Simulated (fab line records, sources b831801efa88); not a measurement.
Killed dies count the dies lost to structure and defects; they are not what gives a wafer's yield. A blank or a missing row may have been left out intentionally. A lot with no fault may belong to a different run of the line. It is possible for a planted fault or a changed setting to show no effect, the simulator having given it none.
Matching of chambers	flow gf180mcu	3 sister chambers for GF_PASSIVATION_CVD_02 on pecvd-03
The step deposits Si3N4, target thk 700 nm, time 486.18 s. 33 wafers are shown with their chamber, then 12 later ones without.

== EACH WAFER AND ITS CHAMBER ==
wafer	chamber	heater_power_w (W)
L074.1	0	668
L074.2	1	641
L074.3	2	641
L074.4	2	663
L074.5	1	529
L074.6	0	694
L075.1	2	640
L075.2	0	719
L075.4	0	715
L077.1	2	676
L077.2	0	698
L077.3	1	598
L082.1	1	641
L082.3	0	736
L082.6	0	605
L084.1	1	636
L084.2	0	700
L084.3	2	659
L084.4	0	736
L084.5	1	665
L084.6	2	544
L085.1	1	650
L085.2	2	564
L085.3	0	688
L085.4	0	727
L085.5	2	610
L085.6	1	531
L090.2	2	632
L090.5	2	641
L090.6	1	665
L093.1	2	552
L093.2	0	678
L093.3	1	524

SIGNATURES, as means of the wafers listed above
reading	chamber 0	chamber 1	chamber 2	scatter within a chamber
heater_power_w	697.00	608.00	620.18	47.1
Rule: for each reading, subtract the chamber's mean from the wafer's reading, divide by that reading's scatter and square the result; add these up over the readings and take the root, which gives the wafer's distance from the chamber. The wafer belongs to the nearest chamber; if the next one is less than 2 further off, it can't be placed. How the scatter is found: for the shown wafers, subtract from each reading the mean of its chamber, square and add these, divide the total by (wafers less chambers), then take the root.

== WAFERS WHOSE CHAMBER IS MISSING ==
wafer	heater_power_w (W)
L093.4	725
L093.5	597
L093.6	573
L095.1	676
L095.2	546
L095.3	633
L096.3	637
L096.4	658
L096.6	665
L097.1	585
L097.4	586
L097.6	540

== WHICH CHAMBER EACH ONE RAN IN ==
wafer	from the rows above	in truth
L093.4	can't be placed: 0 or 2 or 1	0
L093.5	can't be placed: 1 or 2 or 0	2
L093.6	can't be placed: 1 or 2 or 0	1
L095.1	can't be placed: 0 or 2 or 1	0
L095.2	can't be placed: 1 or 2 or 0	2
L095.3	can't be placed: 2 or 1 or 0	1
L096.3	can't be placed: 2 or 1 or 0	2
L096.4	can't be placed: 2 or 0 or 1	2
L096.6	can't be placed: 0 or 2 or 1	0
L097.1	can't be placed: 1 or 2 or 0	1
L097.4	can't be placed: 1 or 2 or 0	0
L097.6	can't be placed: 1 or 2 or 0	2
Placed correctly: 0 of 12. Cannot be placed on the basis of these rows: 12; the candidates contain the true chamber in 12. 0 placed wrongly.
